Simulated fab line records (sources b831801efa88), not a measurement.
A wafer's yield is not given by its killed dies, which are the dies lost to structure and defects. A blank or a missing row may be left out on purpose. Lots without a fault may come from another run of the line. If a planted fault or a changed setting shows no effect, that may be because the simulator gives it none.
Problem report, 8D (eight disciplines) form, completed by code ; flow sky130 ; the parts of the form that need people (team, actions taken, sign-off) are left out

1. WHAT WENT WRONG
rf fwd power W at SKY_POLY_GATE_ETCH_17 reads a mean of 460.3 W on 6 wafers of 2 lots; wafers without a fault read 397.1 W with a standard deviation of 1.3. That puts it +49 standard deviations away from the usual mean.
The step: etches poly-Si in HBr/Cl2, stops on SiO2, target depth 180 nm, time 70.5 s.
First observed at day 18 19:40: wafer L102.2, on rie si-02. At this step, 39 wafers from 13 lots have a number in the record. The rule behind "out" and "out of limits": a value lying over 4 standard deviations away from the usual mean. The rest of the wafers with a number are treated as sound.

2. WHAT IT IS; WHAT IT IS NOT
question;is;is not
which readings at this step;rf fwd power W;bias w, chamber pressure mTorr, drypump motor current A, throttle valve pct
which lots;L102, L104;L100, L101, L103, L111, L112, L113, L114, L115, L116, L119, L999
which wafers of those lots;all that have a number;-
read on which tools;rie si-02;rie si-01
when;from day 18 19:40;"up to then (12 sound wafers); but 21 sound wafers of L111, L112, L113, L114, L115, L116, L119 came after"

3. WHAT RULES OUT EACH SUSPECT
Counting: a tool stays on the suspect list if, at a process step up to the reading, it processed all lots that are out and no sound lot following the first of them.
- rie si-02 at SKY_POLY_GATE_ETCH_17 (etches poly-Si in HBr/Cl2, stops on SiO2, target depth 180 nm, time 70.5 s): ruled out as a lasting fault. The sound lots L112, L114, L115, L119 went through it after L102, its earliest lot that is out (day 18 19:40).
Left after counting: nothing in the record.

4. THE CAUSE (what the simulator had put in)
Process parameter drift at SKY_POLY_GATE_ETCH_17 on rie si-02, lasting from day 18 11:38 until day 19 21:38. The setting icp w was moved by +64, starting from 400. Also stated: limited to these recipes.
Counting ruled it out, wrongly.

5. THE CHAIN OF EFFECTS, in route order
Each row: a reading where the mean over the struck wafers with a number is more than 3 standard deviations away from the usual. Only readings whose record carries a usual standard deviation are examined. hours: median over the lots of the time between each lot's start at the first step of this table that gives one and its start at this step. sigmas: the change, counted in usual standard deviations.
hours;step;reading;usual;on struck wafers;change;sigmas
0;SKY_POLY_GATE_ETCH_17;rf fwd power W;397.1 W;460.3;+63.2;+49
Process steps it contains:
- SKY_POLY_GATE_ETCH_17: etches poly-Si in HBr/Cl2, stops on SiO2, target depth 180 nm, time 70.5 s.

6. WHAT WOULD HAVE CAUGHT IT SOONER
In this record no reading fell out of limits until day 18 19:40, 8 hours after the fault had begun at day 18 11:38.
